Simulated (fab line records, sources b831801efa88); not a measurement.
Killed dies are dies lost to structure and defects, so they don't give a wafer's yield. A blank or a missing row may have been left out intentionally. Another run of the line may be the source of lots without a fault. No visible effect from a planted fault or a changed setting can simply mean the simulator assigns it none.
A lot that was struck, set against a sound lot / flow sky130 / 28 steps out of a route of 708
Sound: the wafers L604.1, L604.2, L604.6. The struck wafers were L617.2, L617.3, L617.5. The cause is given at the end.
Per side, at each step with rows, come the tool, then ch with its chambers, and then its first start. Under that, the readings that differ: sound wafers / struck wafers / difference of the means / sigmas: that difference in standard deviations of wafers without a fault.
alike: same words and numbers on both sides, and readings whose means sit less than 2 such deviations apart. not compared: any withheld reading, any reading some wafer has no value for, any bound like >300 that may hide the same value, and any number with overlapping values for which the record gives no deviation.
The two part at a step that has a row with sigmas, a row that says differs or no value, or rows on one side only. Non-overlapping numbers with no deviation appear without sigmas and do not part them. A reading that every wafer of one side lacks parts them only if that side has two wafers or more.

first, 1 step without rows for these wafers: SKY_VT_ADJUST_LVTN_IMPLANT_08.
SKY_VT_ADJUST_LVTN_STRIP_09: strips in O2/N2.
  sound on plasma asher-01 ch 0,1, day 7 17:41; struck on plasma asher-01 ch 1, day 10 19:20
  alike: drypump motor current A, o2 flow sccm, oes product au, strip time to endpoint s
  not compared: rf hours counter h
SKY_VT_ADJUST_LVTN_TW_MEAS_10:
  sound on film metro-02, day 7 17:47; struck on film metro-01, day 10 19:27
reading=VT_ADJUST_LVTN_TW; sound=236 237 238; struck=244 246 245; difference=+8; sigmas=+2
then, 7 steps without rows for these wafers: SKY_VT_ADJUST_LVTN_DEHYDRATE_11 (time 60 s); SKY_VT_ADJUST_LVTN_HMDS_12 (prime time 60 s); SKY_VT_ADJUST_LVTN_COAT_13 (resist thk 1140 nm); SKY_VT_ADJUST_LVTN_SOFTBAKE_14 (time 60 s); SKY_VT_ADJUST_LVTN_EXPOSE_15 (exposes mask HVN STD DERIVED, target cd 600 nm); SKY_VT_ADJUST_LVTN_PEB_16; SKY_VT_ADJUST_LVTN_DEVELOP_17 (develop time 60 s).
SKY_VT_ADJUST_LVTN_OVL_MEAS_18:
  sound on overlay-02, day 8 14:30; struck on overlay-01, day 11 18:46
reading=VT_ADJUST_LVTN_01_OVL (nm); sound=2.6 2.9 3.3; struck=-1.0 1.2 -1.5; difference=-3.4; sigmas=-3
following that, these wafers have no rows for 1 step: SKY_VT_ADJUST_LVTN_IMPLANT_19.
SKY_VT_ADJUST_LVTN_STRIP_20: strips in O2/N2.
  sound on plasma asher-02 ch 0,1, day 8 14:41; struck on plasma asher-02 ch 0,1, day 11 18:56
reading=oes product au (a.u.); sound=0.711 0.721 0.719; struck=0.932 0.934 0.940; difference=+0.218; sigmas=+49
reading=strip time to endpoint s (s); sound=14.23 14.18 14.18; struck=- - -; difference=no value on the struck wafers; sigmas=
reading=model.NOVOLAK_of_VT_ADJUST_LVTN_COAT_13.thk nm (nm); sound=0 0 0; struck=456 455.2 454.7; difference=+455; sigmas=
  alike: drypump motor current A, o2 flow sccm
  not compared: rf hours counter h
SKY_VT_ADJUST_LVTN_TW_MEAS_21:
  sound on film metro-02, day 8 14:47; struck on film metro-01, day 11 19:03
reading=VT_ADJUST_LVTN_2_TW; sound=184.0 183.2 184.4; struck=189.0 189.5 189.5; difference=+5.5; sigmas=+2
then, 7 steps without rows for these wafers: SKY_VT_ADJUST_NCORE_DEHYDRATE_00 (time 60 s); SKY_VT_ADJUST_NCORE_HMDS_01 (prime time 60 s); SKY_VT_ADJUST_NCORE_COAT_02 (resist thk 1140 nm); SKY_VT_ADJUST_NCORE_SOFTBAKE_03 (time 60 s); SKY_VT_ADJUST_NCORE_EXPOSE_04 (exposes mask LVTN COMPLEMENT THIN, target cd 380 nm); SKY_VT_ADJUST_NCORE_PEB_05; SKY_VT_ADJUST_NCORE_DEVELOP_06 (develop time 60 s).
SKY_VT_ADJUST_NCORE_CD_MEAS_07: the cd target is 380 nm.
  sound on cd sem-02, day 9 11:45; struck on cd sem-01, day 12 18:27
  alike: cd nm
SKY_VT_ADJUST_NCORE_OVL_MEAS_08:
  sound on overlay-01, day 9 11:52; struck on overlay-01, day 12 18:33
  alike: VT_ADJUST_NCORE_OVL
following that, these wafers have no rows for 1 step: SKY_VT_ADJUST_NCORE_IMPLANT_09.
SKY_VT_ADJUST_NCORE_STRIP_10: strips in O2/N2.
  sound on plasma asher-03 ch 0,1, day 9 12:03; struck on plasma asher-03 ch 0,1, day 12 18:44
reading=strip time to endpoint s (s); sound=14.21 14.25 14.22; struck=21.09 21.05 21.09; difference=+6.85; sigmas=+99 or more
  alike: drypump motor current A, o2 flow sccm, oes product au
  not compared: rf hours counter h
SKY_VT_ADJUST_NCORE_TW_MEAS_11:
  sound on film metro-03, day 9 12:09; struck on film metro-02, day 12 18:50
reading=VT_ADJUST_NCORE_TW; sound=217.4 217.7 217.4; struck=29.5 29.6 29.5; difference=-188.0; sigmas=-94
then, 1 step without rows for these wafers: SKY_VT_ADJUST_HVTR_DEHYDRATE_00 (time 60 s).
-- record jumps: 37 days separate the struck wafers' starts on either side; left off in module VT_ADJUST_HVTR, taken up again in module PAD_OPEN, whose first shown step is the route's number 708 --
SKY_PAD_OPEN_PROBE_99:
  sound on prober-01, day 46 19:08; struck on prober-01, day 49 10:11
reading=model.etest.pfet_16v.r on ohm um; sound=1.512e+04 1.481e+04 1.496e+04; struck=1.672e+04 1.692e+04 1.685e+04; difference=+1.867e+03; sigmas=
reading=model.etest.nfet_16v.r on ohm um; sound=1.409e+04 1.396e+04 1.389e+04; struck=1.237e+04 1.249e+04 1.229e+04; difference=-1.597e+03; sigmas=
reading=model.etest.pfet g5v0d10v5.r on ohm um; sound=4780 4747 4724; struck=6007 6014 5982; difference=+1251; sigmas=
reading=model.etest.tip p.rs ohm sq; sound=6837 6842 6880; struck=7800 7834 7818; difference=+964; sigmas=
reading=model.etest.pfet_01v8.r on ohm um; sound=2872 2863 2896; struck=3340 3484 3436; difference=+543; sigmas=
reading=model.etest.tip_p_5v.rs ohm sq; sound=2853 2879 2856; struck=3100 3105 3079; difference=+232; sigmas=
reading=model.etest.pfet g5v0d10v5.drive ua um; sound=341.9 343.4 347.9; struck=244.8 243.9 245.6; difference=-99.6; sigmas=
reading=model.etest.sram nfet pass.drive ua um; sound=501.9 487.5 489.1; struck=545.6 552.5 558.2; difference=+59.3; sigmas=

== WHERE THEY PART ==
Last at SKY_VT_ADJUST_NCORE_TW_MEAS_11 as far as this record goes, first at SKY_VT_ADJUST_LVTN_TW_MEAS_10.

WHY: the cause the simulator had injected
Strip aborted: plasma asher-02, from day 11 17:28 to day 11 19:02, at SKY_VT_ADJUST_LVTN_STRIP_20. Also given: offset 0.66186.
